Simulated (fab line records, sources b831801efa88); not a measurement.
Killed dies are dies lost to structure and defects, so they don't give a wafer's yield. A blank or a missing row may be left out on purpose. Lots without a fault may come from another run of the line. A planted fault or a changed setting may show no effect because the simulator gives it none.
Which tool did it? | flow gf180mcu | 12 lots, 36 wafers sampled, at 4 steps of a route of 602

WHAT THE GAUGES READ, wafer by wafer
GF_V4_CD_MEAS_14: target cd 260 nm.
lot  | measured     | on        | cd_nm (nm)
L150 | day 25 00:44 | cd_sem-02 | 258.6 257.5 258.4
L151 | day 25 01:22 | cd_sem-01 | 259.6 260.8 261.1
L152 | day 25 07:01 | cd_sem-02 | 261.5 261.6 261.8
L154 | day 25 17:53 | cd_sem-01 | 262.1 262.4 260.8
L155 | day 26 13:22 | cd_sem-02 | 260.8 261.1 259.9
L160 | day 28 05:31 | cd_sem-01 | 270.5 270.4 268.9
L161 | day 28 10:47 | cd_sem-01 | 269.9 270.4 268.8
L164 | day 28 22:31 | cd_sem-01 | 259.9 260.5 259.9
L166 | day 29 20:42 | cd_sem-02 | 259.8 259.4 260.5
L167 | day 30 05:55 | cd_sem-01 | 258.6 258.3 259.0
L172 | day 31 04:19 | cd_sem-01 | 260.3 261.4 261.2
L173 | day 31 09:44 | cd_sem-02 | 258.7 259.6 259.4

GF_V4_OVL_MEAS_15.
lot  | measured     | on         | V4_OVL (nm)
L150 | day 25 00:50 | overlay-01 | -3 0 4
L151 | day 25 01:29 | overlay-01 | 6 6 5
L152 | day 25 07:08 | overlay-01 | -9 -10 -8
L154 | day 25 18:00 | overlay-01 | -9 -6 -6
L155 | day 26 13:28 | overlay-02 | 3 -4 0
L160 | day 28 05:38 | overlay-02 | -11 -1 -4
L161 | day 28 10:53 | overlay-01 | 2 -1 5
L164 | day 28 22:36 | overlay-01 | 5 0 7
L166 | day 29 20:49 | overlay-02 | 1 -3 -7
L167 | day 30 06:01 | overlay-02 | 10 9 12
L172 | day 31 04:26 | overlay-02 | -6 -7 -3
L173 | day 31 09:51 | overlay-01 | 2 5 3

WHICH TOOL RAN EACH LOT (tool, then ch and the chambers of the sampled wafers, then the start)
lot  | GF_M4_STRIP_17                       | GF_V4_PEB_12
L150 | plasma_asher-04 ch 0,1, day 24 01:43 | litho_track-03 ch 0, day 25 00:23
L151 | plasma_asher-04 ch 0,1, day 24 02:22 | litho_track-03 ch 0, day 25 01:01
L152 | plasma_asher-01 ch 0,1, day 24 07:53 | litho_track-03 ch 0, day 25 06:40
L154 | plasma_asher-01 ch 0,1, day 24 18:53 | litho_track-04 ch 0, day 25 17:32
L155 | plasma_asher-02 ch 0,1, day 25 15:09 | litho_track-04 ch 0, day 26 13:03
L160 | plasma_asher-04 ch 0,1, day 27 08:11 | litho_track-02 ch 0, day 28 05:10
L161 | plasma_asher-01 ch 1, day 27 14:17   | litho_track-02 ch 0, day 28 10:27
L164 | plasma_asher-04 ch 0,1, day 28 02:07 | litho_track-03 ch 0, day 28 22:04
L166 | plasma_asher-04 ch 0,1, day 28 23:43 | litho_track-04 ch 0, day 29 20:22
L167 | plasma_asher-04 ch 0, day 29 09:32   | litho_track-04 ch 0, day 30 05:34
L172 | plasma_asher-02 ch 0, day 30 08:34   | litho_track-03 ch 0, day 31 03:58
L173 | plasma_asher-04 ch 0,1, day 30 14:31 | litho_track-04 ch 0, day 31 09:23
- GF_M4_STRIP_17: strips in O2/N2.
- GF_V4_PEB_12: peb time 91.4 s.

WHAT THE TOOLS THEMSELVES READ (means of the sampled wafers that have a number; where no wafer has one, the mark that the record gives instead)
GF_M4_STRIP_17.
lot  | tool            | drypump_motor_current_A (A) | heater_power_w (W) | oes_product_au (a.u.) | strip_time_to_endpoint_s (s)
L150 | plasma_asher-04 | 5.8                         | 336                | 0.559                 | 7.91
L151 | plasma_asher-04 | 5.8                         | 338                | 0.565                 | 7.95
L152 | plasma_asher-01 | 5.2                         | 337                | 0.562                 | 7.89
L154 | plasma_asher-01 | 5.2                         | 339                | 0.564                 | 7.96
L155 | plasma_asher-02 | 5.7                         | 374                | 0.558                 | 7.88
L160 | plasma_asher-04 | 5.8                         | 339                | 0.562                 | 7.87
L161 | plasma_asher-01 | 5.9                         | 348                | 0.561                 | 7.94
L164 | plasma_asher-04 | 5.7                         | 339                | 0.554                 | 7.90
L166 | plasma_asher-04 | 5.8                         | 338                | 0.559                 | 7.90
L167 | plasma_asher-04 | 5.8                         | 346                | 0.557                 | 7.92
L172 | plasma_asher-02 | 6.0                         | 423                | 0.561                 | 7.92
L173 | plasma_asher-04 | 5.8                         | 336                | 0.555                 | 7.94

GF_V4_PEB_12.
lot  | tool           | heater_power_total_W (W) | plate_sensor_t_centre_C (C) | plate_sensor_t_edge_C (C)
L150 | litho_track-03 | 85.50                    | 136.13                      | 136.29
L151 | litho_track-03 | 85.67                    | 136.13                      | 136.29
L152 | litho_track-03 | 85.53                    | 136.14                      | 136.30
L154 | litho_track-04 | 85.66                    | 136.12                      | 136.31
L155 | litho_track-04 | 85.54                    | 136.12                      | 136.30
L160 | litho_track-02 | 89.55                    | 140.93                      | 141.12
L161 | litho_track-02 | 89.52                    | 140.94                      | 141.10
L164 | litho_track-03 | 85.54                    | 136.13                      | 136.30
L166 | litho_track-04 | 85.54                    | 136.13                      | 136.30
L167 | litho_track-04 | 85.54                    | 136.13                      | 136.30
L172 | litho_track-03 | 85.63                    | 136.13                      | 136.29
L173 | litho_track-04 | 85.71                    | 136.13                      | 136.28

THE ANSWER, worked out from the rows above alone
Rule: what is usual is taken from the lots themselves. Put in order of their means at a reading, lots are off if they are a third of the lots or fewer, leave a main group of 4 or more, and stand apart from it by a gap of 3 or more times the standard deviation of the main group's means; of several such gaps the widest counts. A main group whose means are all the same, to the digits that the tables above print for the reading, isn't used. A lot without any number at a reading at which 4 lots or more have one is off too. The other lots that the step has rows for count as sound. The gauges are gone through in route order, then the tools' own readings, and for those a lot's mean is taken as printed above. The first step at which some lot is off is used, and at that step the reading that is off furthest; a lot without a number counts as furthest.
Off: L160, L161, at GF_V4_CD_MEAS_14 (cd_nm). The main group: mean 260.1 nm, standard deviation 1.1.
A tool fits if, at a process step before that reading, it ran every lot that is off, and no sound lot after the first of them. The gauges at GF_V4_CD_MEAS_14 aren't tried: what is off there is off at GF_V4_PEB_12 too, on other tools, and a gauge's error can't cause that. One fits: litho_track-02 at GF_V4_PEB_12. It ran no sound lot before its first lot that is off in this sample, so the start can't be narrowed down.
The tool's own readings at GF_V4_PEB_12 bear it out: on the lots that are off they differ by more than 5 times the standard deviation of the sound lots' means. heater_power_total_W reads 89.53 W there against 85.59 W on the sound lots; plate_sensor_t_centre_C reads 140.94 C there against 136.13 C on the sound lots; plate_sensor_t_edge_C reads 141.11 C there against 136.30 C on the sound lots.

WHAT THE SIMULATOR HAD PUT IN
Process parameter drift: litho_track-02, from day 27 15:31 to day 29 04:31, at GF_V4_PEB_12. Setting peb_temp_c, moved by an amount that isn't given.
Lots struck among those shown: L160, L161. The rule above found the same.
